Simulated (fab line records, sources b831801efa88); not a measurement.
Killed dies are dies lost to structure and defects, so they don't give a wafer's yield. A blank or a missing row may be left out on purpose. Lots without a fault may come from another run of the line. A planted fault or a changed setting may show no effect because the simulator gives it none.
Which tool did it? | flow sfq_line | 14 lots, 42 wafers sampled, at 2 steps of a route of 325

WHAT THE GAUGES READ, wafer by wafer
The record holds no reading of a measuring or inspecting step that can be judged against a usual standard deviation.

WHICH TOOL RAN EACH LOT (tool, then ch and the chambers of the sampled wafers, then the start)
lot  | SFQ_TRILAYER_A5B_CMP_CMP_130  | SFQ_TRILAYER_A5B_METRO_MEASURE_131
L996 | cmp-01 ch 0,1,3, day 55 01:23 | film_metro-01, day 55 04:05
L997 | cmp-01 ch 1,3, day 56 21:13   | film_metro-01, day 57 00:07
L998 | cmp-02 ch 0,1,2, day 56 23:07 | film_metro-04, day 57 02:07
L999 | cmp-01 ch 0,1,2, day 57 01:19 | film_metro-01, day 57 03:19
L102 | cmp-01 ch 1,2,3, day 57 14:38 | film_metro-03, day 57 16:38
L103 | cmp-01 ch 0,1,3, day 57 17:08 | film_metro-03, day 57 19:38
L104 | cmp-02 ch 0,2,3, day 57 19:20 | film_metro-01, day 57 21:32
L107 | cmp-01 ch 1,2,3, day 58 05:38 | film_metro-03, day 58 08:02
L108 | cmp-01 ch 1,2, day 58 07:38   | film_metro-04, day 58 10:38
L109 | cmp-02 ch 1,2,3, day 58 09:20 | film_metro-01, day 58 12:32
L115 | cmp-02 ch 1,2,3, day 60 04:22 | film_metro-04, day 60 06:22
L116 | cmp-02 ch 0,2,3, day 60 06:22 | film_metro-04, day 60 09:22
L117 | cmp-01 ch 0,2, day 60 12:29   | film_metro-04, day 60 15:29
L119 | cmp-01 ch 0,3, day 61 00:17   | film_metro-03, day 61 03:29
- SFQ_TRILAYER_A5B_CMP_CMP_130: polishes, stops on Nb, target thk 340.7 nm.
- SFQ_TRILAYER_A5B_METRO_MEASURE_131

WHAT THE TOOLS THEMSELVES READ (means of the sampled wafers that have a number; where no wafer has one, the mark that the record gives instead)
SFQ_TRILAYER_A5B_CMP_CMP_130. Usual: edge_zone_pressure_frac 1.000, standard deviation 0.0053; head_pressure_psi 3.000 psi, standard deviation 0.0074; motor_current_A 10.4 A, standard deviation 1.3.
lot  | tool   | edge_zone_pressure_frac | head_pressure_psi (psi) | motor_current_A (A) | flag
L996 | cmp-01 | 1.000                   | 2.994                   | 9.6                 |
L997 | cmp-01 | 0.999                   | 2.991                   | 10.2                |
L998 | cmp-02 | 1.004                   | 2.995                   | 10.5                |
L999 | cmp-01 | 0.999                   | 2.999                   | 9.7                 |
L102 | cmp-01 | 1.000                   | 2.998                   | 9.8                 |
L103 | cmp-01 | 1.001                   | 3.004                   | 9.6                 |
L104 | cmp-02 | 1.003                   | 2.994                   | 10.7                |
L107 | cmp-01 | 0.999                   | 3.000                   | 10.1                |
L108 | cmp-01 | -                       | -                       | -                   | OFF
L109 | cmp-02 | -                       | -                       | -                   | OFF
L115 | cmp-02 | 1.004                   | 3.008                   | 11.8                |
L116 | cmp-02 | 1.004                   | 3.001                   | 11.0                |
L117 | cmp-01 | 0.999                   | 3.012                   | 9.6                 |
L119 | cmp-01 | 0.998                   | 3.001                   | 9.9                 |

SFQ_TRILAYER_A5B_METRO_MEASURE_131. Usual: thk_nm 343 nm, standard deviation 6.1.
lot  | tool          | thk_nm (nm) | flag
L996 | film_metro-01 | 343         |
L997 | film_metro-01 | 340         |
L998 | film_metro-04 | 342         |
L999 | film_metro-01 | 341         |
L102 | film_metro-03 | 340         |
L103 | film_metro-03 | 347         |
L104 | film_metro-01 | 340         |
L107 | film_metro-03 | 329         |
L108 | film_metro-04 | 594         | OFF
L109 | film_metro-01 | 604         | OFF
L115 | film_metro-04 | 339         |
L116 | film_metro-04 | 348         |
L117 | film_metro-04 | 344         |
L119 | film_metro-03 | 346         |

THE ANSWER, worked out from the rows above alone
Rule: a lot is off if the mean of its wafers that have a number lies more than 3 standard deviations from the usual mean. A lot without any number at a reading at which 4 lots or more have one is off too. The other lots that the step has rows for count as sound. The gauges are gone through in route order, then the tools' own readings, and for those a lot's mean is taken as printed above. The first step at which some lot is off is used, and at that step the reading that is off furthest; a lot without a number counts as furthest.
Off: L108, L109, at SFQ_TRILAYER_A5B_CMP_CMP_130 (edge_zone_pressure_frac). Without a number there: L108, L109.
A tool fits if, at that step or a process step before it, it ran every lot that is off, and no sound lot after the first of them. None of those tried fits.

WHAT THE SIMULATOR HAD PUT IN
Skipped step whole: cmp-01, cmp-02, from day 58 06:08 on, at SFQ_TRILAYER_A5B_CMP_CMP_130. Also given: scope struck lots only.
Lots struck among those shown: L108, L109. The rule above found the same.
